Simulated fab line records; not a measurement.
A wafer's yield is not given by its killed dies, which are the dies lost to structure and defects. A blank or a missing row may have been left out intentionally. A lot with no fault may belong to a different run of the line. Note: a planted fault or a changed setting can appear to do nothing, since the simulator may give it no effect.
fab line records | flow sfq_line
record: lots: 14 | wafers: 42 | last_day: 92
route steps=325 shown R5@212 M6@252 I7@304 M8@322
lots with no fault: from the same line, run without faults
start_h: start of the lot's first displayed wafer, in hours after the record's first day | wait_h: hours from the lot's prior step to this one | " as in the row above | L1.1+2: one row covering several wafers at once | - either no value or no given start | * or withheld: withheld | < > ~ a bound
route shown NAME@n: names a module that has steps shown in the file, with the first one's number in the route | usual: mean/standard deviation of fault-free wafers | same: alike in all rows | chamber/n: place in a boat | sites: each site's reading | _std_site: the standard deviation of these | _edge_site: mean of outer sites minus mean of inner sites | radius_mm: for every site, how far away it sits from the centre of the wafer | mask NAME#n: copy n | behind: the last tool/chamber to shape the wafer | hold: why the lot was held/for how many hours/how that ended | device: transistor that didn't switch, given as n, p or np | end of line: tests run on the same wafers once the route is complete | where a step has no rows: the recipe by itself | killed: at the first sort, the dies lost to defects and structure; wafer yield is something else | map: dies across one wafer; x = killed, . = not, _ = none there
set.NAME: the setting that was run; set.NAME@STEP: the one run at that earlier step | model.NAME: the simulator's own value behind a step, which no gauge read
the route's steps for a sample of lots (tables are steps, rows are wafers)
services: the hour from which a tool's chamber was out of use, counted from the record's first day as start_h (under 0 if before that day), plus the number of hours and why
== steps ==
step: SFQ_TRILAYER_R5_DEP_SPUTTER_132
recipe: material: Ti | base_pressure_pa: 1.33e-06 | target_thk_nm: 5 | power_w: 2000 | time_s: 5 | chamber_pressure_pa: 0.4
usual: throttle_valve_pct: 29.9/0.77
lot.wafer | tool           | chamber | start_h | wait_h | throttle_valve_pct
L472.1    | pvd_sputter-05 | -       | 1331.79 | 1.0    | 29.5
L472.3    | "              | -       | "       | "      | 29.5
L472.5    | "              | -       | "       | "      | 29.7
L473.3    | pvd_sputter-06 | -       | 1332.99 | 0.6    | 29.9
L473.4    | "              | -       | "       | "      | 30.6
L473.6    | "              | -       | "       | "      | 28.9
L474.2    | pvd_sputter-04 | -       | 1340.63 | 0.8    | 30.2
L474.3    | "              | -       | "       | "      | 29.5
L474.4    | "              | -       | "       | "      | 29.2
L475.1    | pvd_sputter-04 | -       | 1344.08 | 1.0    | 32.1
L475.3    | "              | -       | "       | "      | 30.3
L475.4    | "              | -       | "       | "      | 29.6
L476.2    | pvd_sputter-05 | -       | 1346.52 | 0.8    | 29.7
L476.3    | "              | -       | "       | "      | 29.0
L476.4    | "              | -       | "       | "      | 29.4
L477.2    | pvd_sputter-04 | -       | 1352.63 | 0.8    | 31.8
L477.3    | "              | -       | "       | "      | 29.3
L477.4    | "              | -       | "       | "      | 30.3
L484.3    | pvd_sputter-06 | -       | 1404.34 | 0.6    | 28.9
L484.4    | "              | -       | "       | "      | 30.2
L484.6    | "              | -       | "       | "      | 28.8
L485.2    | pvd_sputter-06 | -       | 1409.81 | 0.8    | 30.4
L485.3    | "              | -       | "       | "      | 30.4
L485.5    | "              | -       | "       | "      | 30.4
L489.2    | pvd_sputter-06 | -       | 1427.80 | 0.8    | 30.2
L489.5    | "              | -       | "       | "      | 28.9
L489.6    | "              | -       | "       | "      | 30.7
L490.3    | pvd_sputter-04 | -       | 1428.41 | 0.6    | 31.8
L490.4    | "              | -       | "       | "      | 30.1
L490.6    | "              | -       | "       | "      | 29.5
L492.2    | pvd_sputter-06 | -       | 1439.80 | 0.8    | 30.1
L492.3    | "              | -       | "       | "      | 30.3
L492.5    | "              | -       | "       | "      | 30.3
L493.2    | pvd_sputter-06 | -       | 1442.80 | 0.8    | 30.7
L493.4    | "              | -       | "       | "      | 30.3
L493.6    | "              | -       | "       | "      | 29.1
L494.1    | pvd_sputter-04 | -       | 1445.84 | 1.0    | 30.6
L494.2    | "              | -       | "       | "      | 31.9
L494.6    | "              | -       | "       | "      | 29.3
L495.1    | pvd_sputter-05 | -       | 1461.68 | 1.0    | 28.8
L495.2    | "              | -       | "       | "      | 29.6
L495.6    | "              | -       | "       | "      | 29.3
step: SFQ_TRILAYER_M6_DEP_SPUTTER_157
recipe: material: Nb | base_pressure_pa: 1.33e-06 | chamber_pressure_pa: 0.1333 | substrate_temp_c: 20 | target_thk_nm: 200 | power_w: 2000 | time_s: 133.3
usual: throttle_valve_pct: 29.8/0.72
lot.wafer | tool           | chamber | start_h | wait_h | throttle_valve_pct
L472.1    | pvd_sputter-03 | -       | 1720.50 | 0.0    | 30.8
L472.3    | "              | -       | "       | "      | 29.3
L472.5    | "              | -       | "       | "      | 30.8
L473.3    | pvd_sputter-05 | -       | 1725.29 | 0.0    | 29.3
L473.4    | "              | -       | "       | "      | 29.5
L473.6    | "              | -       | "       | "      | 29.4
L474.2    | pvd_sputter-06 | -       | 1726.49 | 0.0    | 29.2
L474.3    | "              | -       | "       | "      | 30.1
L474.4    | "              | -       | "       | "      | 30.6
L475.1    | pvd_sputter-03 | -       | 1727.69 | 0.0    | 31.5
L475.3    | "              | -       | "       | "      | 30.8
L475.4    | "              | -       | "       | "      | 29.5
L476.2    | pvd_sputter-05 | -       | 1730.10 | 0.0    | 29.6
L476.3    | "              | -       | "       | "      | 29.6
L476.4    | "              | -       | "       | "      | 29.3
L477.2    | pvd_sputter-06 | -       | 1732.49 | 0.0    | 30.3
L477.3    | "              | -       | "       | "      | 29.0
L477.4    | "              | -       | "       | "      | 30.2
L484.3    | pvd_sputter-03 | -       | 1755.29 | 0.0    | 31.4
L484.4    | "              | -       | "       | "      | 30.3
L484.6    | "              | -       | "       | "      | 29.1
L485.2    | pvd_sputter-05 | -       | 1758.90 | 0.0    | 29.5
L485.3    | "              | -       | "       | "      | 29.6
L485.5    | "              | -       | "       | "      | 29.2
L489.2    | pvd_sputter-03 | -       | 1784.23 | 0.0    | 29.1
L489.5    | "              | -       | "       | "      | 30.2
L489.6    | "              | -       | "       | "      | 31.6
L490.3    | pvd_sputter-05 | -       | 1785.43 | 0.0    | 29.6
L490.4    | "              | -       | "       | "      | 29.1
L490.6    | "              | -       | "       | "      | 29.8
L492.2    | pvd_sputter-05 | -       | 1800.41 | 0.0    | 29.6
L492.3    | "              | -       | "       | "      | 29.3
L492.5    | "              | -       | "       | "      | 29.1
L493.2    | pvd_sputter-06 | -       | 1802.28 | 0.0    | 30.7
L493.4    | "              | -       | "       | "      | 30.5
L493.6    | "              | -       | "       | "      | 29.1
L494.1    | pvd_sputter-06 | -       | 1806.41 | 0.0    | 30.0
L494.2    | "              | -       | "       | "      | 30.5
L494.6    | "              | -       | "       | "      | 30.3
L495.1    | pvd_sputter-06 | -       | 1818.41 | 0.0    | 28.9
L495.2    | "              | -       | "       | "      | 30.3
L495.6    | "              | -       | "       | "      | 28.8
step: SFQ_TRILAYER_I7_VIA_LITHO_PEB_190
recipe: peb_temp_c: 115 | peb_time_s: 60 | resist: KrF
usual: chill_plate_temp_C: 23.01/0.1 | exhaust_pa: 45.0/0.84 | heater_power_total_W: 79.15/0.069
lot.wafer | tool           | chamber | start_h | wait_h | chill_plate_temp_C | exhaust_pa | heater_power_total_W
L472.1    | litho_track-04 | 0       | 1951.55 | 1.0    | 22.74              | 44.8       | 79.20
L472.3    | "              | 0       | "       | "      | 22.93              | 43.6       | 79.15
L472.5    | "              | 0       | "       | "      | 22.79              | 44.2       | 79.13
L473.3    | litho_track-02 | 0       | 1954.60 | 0.7    | 23.04              | 44.7       | 79.14
L473.4    | "              | 0       | "       | "      | 23.00              | 44.8       | 79.17
L473.6    | "              | 0       | "       | "      | 23.20              | 45.4       | 79.25
L474.2    | litho_track-04 | 0       | 1957.61 | 0.8    | 23.13              | 45.0       | 79.21
L474.3    | "              | 0       | "       | "      | 22.98              | 43.8       | 79.18
L474.4    | "              | 0       | "       | "      | 23.08              | 45.1       | 79.17
L475.1    | litho_track-02 | 0       | 1959.56 | 1.0    | 23.00              | 44.8       | 79.20
L475.3    | "              | 0       | "       | "      | 22.95              | 45.1       | 79.13
L475.4    | "              | 0       | "       | "      | 23.01              | 44.5       | 79.19
L476.2    | litho_track-04 | 0       | 1962.59 | 0.8    | 23.02              | 44.7       | 79.14
L476.3    | "              | 0       | "       | "      | 23.12              | 43.9       | 79.16
L476.4    | "              | 0       | "       | "      | 22.96              | 44.1       | 79.21
L477.2    | litho_track-02 | 0       | 1965.59 | 0.8    | 23.12              | 44.7       | 79.21
L477.3    | "              | 0       | "       | "      | 23.11              | 45.6       | 79.21
L477.4    | "              | 0       | "       | "      | 23.08              | 44.8       | 79.10
L484.3    | litho_track-02 | -       | 2074.05 | 0.7    | -                  | -          | -
L484.4    | "              | -       | "       | "      | -                  | -          | -
L484.6    | "              | -       | "       | "      | -                  | -          | -
L485.2    | litho_track-02 | -       | 2077.62 | 0.8    | -                  | -          | -
L485.3    | "              | -       | "       | "      | -                  | -          | -
L485.5    | "              | -       | "       | "      | -                  | -          | -
L489.2    | litho_track-04 | 0       | 2095.62 | 0.8    | 23.07              | 45.0       | 79.08
L489.5    | "              | 0       | "       | "      | 22.87              | 45.8       | 79.08
L489.6    | "              | 0       | "       | "      | 22.95              | 44.4       | 79.18
L490.3    | litho_track-01 | 0       | 2098.65 | 0.7    | 22.95              | 45.3       | 79.01
L490.4    | "              | 0       | "       | "      | 22.92              | 44.2       | 79.00
L490.6    | "              | 0       | "       | "      | 22.96              | 45.2       | 79.09
L492.2    | litho_track-04 | 0       | 2114.65 | 0.8    | 23.14              | 43.9       | 79.25
L492.3    | "              | 0       | "       | "      | 22.97              | 44.0       | 79.20
L492.5    | "              | 0       | "       | "      | 22.93              | 45.3       | 79.18
L493.2    | litho_track-04 | 0       | 2115.85 | 0.8    | 22.94              | 46.0       | 79.11
L493.4    | "              | 0       | "       | "      | 22.99              | 45.6       | 79.21
L493.6    | "              | 0       | "       | "      | 22.89              | 44.7       | 79.15
L494.1    | litho_track-04 | 0       | 2122.26 | 1.0    | 23.11              | 44.1       | 79.25
L494.2    | "              | 0       | "       | "      | 22.98              | 44.7       | 79.14
L494.6    | "              | 0       | "       | "      | 23.10              | 45.9       | 79.23
L495.1    | litho_track-02 | 0       | 2125.86 | 1.0    | 23.03              | 45.3       | 79.11
L495.2    | "              | 0       | "       | "      | 22.89              | 44.4       | 79.12
L495.6    | "              | 0       | "       | "      | 22.98              | 44.9       | 79.14
step: SFQ_M8_RS_MEAS_949
recipe: thk_meas_gauge: four-point-probe | reads: Au_of_TRILAYER_M8_DEP_EVAP_196+Pt_of_TRILAYER_M8_DEP_EVAP_198+Ti_of_TRILAYER_M8_DEP_EVAP_197
usual: M8_AU_RS: 0.1535/0.0017
lot.wafer | tool          | chamber | start_h | wait_h | M8_AU_RS[ohm/sq]
L472.1    | film_metro-04 | -       | 2049.42 | 0.3    | 0.1540
L472.3    | "             | -       | "       | "      | 0.1548
L472.5    | "             | -       | "       | "      | 0.1545
L473.3    | film_metro-03 | -       | 2053.06 | 0.3    | 0.1557
L473.4    | "             | -       | "       | "      | 0.1557
L473.6    | "             | -       | "       | "      | 0.1546
L474.2    | film_metro-04 | -       | 2056.64 | 0.3    | 0.1547
L474.3    | "             | -       | "       | "      | 0.1541
L474.4    | "             | -       | "       | "      | 0.1510
L475.1    | film_metro-03 | -       | 2060.22 | 0.3    | 0.1544
L475.3    | "             | -       | "       | "      | 0.1550
L475.4    | "             | -       | "       | "      | 0.1550
L476.2    | film_metro-04 | -       | 2063.84 | 0.3    | 0.1527
L476.3    | "             | -       | "       | "      | 0.1530
L476.4    | "             | -       | "       | "      | 0.1521
L477.2    | film_metro-03 | -       | 2065.04 | 0.3    | 0.1530
L477.3    | "             | -       | "       | "      | 0.1536
L477.4    | "             | -       | "       | "      | 0.1519
L484.3    | film_metro-03 | -       | 2166.57 | 0.3    | 0.1550
L484.4    | "             | -       | "       | "      | 0.1545
L484.6    | "             | -       | "       | "      | 0.1539
L485.2    | film_metro-03 | -       | 2171.35 | 0.3    | 0.1531
L485.3    | "             | -       | "       | "      | 0.1549
L485.5    | "             | -       | "       | "      | 0.1543
L489.2    | film_metro-04 | -       | 2188.15 | 0.3    | 0.1548
L489.5    | "             | -       | "       | "      | 0.1539
L489.6    | "             | -       | "       | "      | 0.1535
L490.3    | film_metro-03 | -       | 2191.77 | 0.3    | 0.1517
L490.4    | "             | -       | "       | "      | 0.1532
L490.6    | "             | -       | "       | "      | 0.1533
L492.2    | film_metro-02 | -       | 2203.75 | 0.3    | 0.1528
L492.3    | "             | -       | "       | "      | 0.1518
L492.5    | "             | -       | "       | "      | 0.1518
L493.2    | film_metro-02 | -       | 2207.14 | 0.3    | 0.1511
L493.4    | "             | -       | "       | "      | 0.1529
L493.6    | "             | -       | "       | "      | 0.1518
L494.1    | film_metro-02 | -       | 2211.92 | 0.3    | 0.1526
L494.2    | "             | -       | "       | "      | 0.1539
L494.6    | "             | -       | "       | "      | 0.1542
L495.1    | film_metro-04 | -       | 2214.32 | 0.3    | 0.1515
L495.2    | "             | -       | "       | "      | 0.1518
L495.6    | "             | -       | "       | "      | 0.1513
== services ==
tool           | chamber | start_h | hours | kind
pvd_sputter-06 | -       | 1329.02 | 2.9   | repair
pvd_sputter-03 | -       | 1356.73 | 3.2   | repair
pvd_sputter-04 | -       | 1405.39 | 4.4   | repair
pvd_sputter-06 | -       | 1460.95 | 0.9   | repair
pvd_sputter-04 | -       | 1462.39 | 2.0   | repair
pvd_sputter-05 | -       | 1502.50 | 4.6   | repair
pvd_sputter-06 | -       | 1656.05 | 2.3   | repair
pvd_sputter-04 | -       | 1692.64 | 0.9   | repair
pvd_sputter-04 | -       | 1733.63 | 5.3   | repair
pvd_sputter-06 | -       | 1746.27 | 0.9   | repair
pvd_sputter-04 | -       | 1791.02 | 1.9   | repair
pvd_sputter-05 | -       | 1806.40 | 2.4   | repair
pvd_sputter-04 | -       | 1806.65 | 5.1   | repair
pvd_sputter-03 | -       | 1833.93 | 11.9  | repair
pvd_sputter-05 | -       | 1870.22 | 3.8   | repair
pvd_sputter-04 | -       | 1954.19 | 7.0   | repair
pvd_sputter-04 | -       | 1965.65 | 6.8   | repair
pvd_sputter-05 | -       | 2014.29 | 1.5   | repair
pvd_sputter-06 | -       | 2045.11 | 2.5   | repair
pvd_sputter-06 | -       | 2053.58 | 1.2   | repair
pvd_sputter-05 | -       | 2055.78 | 10.1  | repair
== key ==
first_sign: step: SFQ_TRILAYER_I7_VIA_LITHO_PEB_190 | reading: tool_record | direction: missing
effect none on later readings
met_at SFQ_TRILAYER_I7_VIA_LITHO_PEB_190
struck_lots L484,L485
not_acting_at SFQ_TRILAYER_R5_DEP_SPUTTER_132,SFQ_TRILAYER_M6_DEP_SPUTTER_157,SFQ_M8_RS_MEAS_949
onset_between 1965.59 2074.05
fault: kind: skipped_step_whole | tool: litho_track-02 | chamber: - | onset_h: 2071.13 | steps: SFQ_TRILAYER_I7_VIA_LITHO_PEB_190 | scope: struck_lots_only
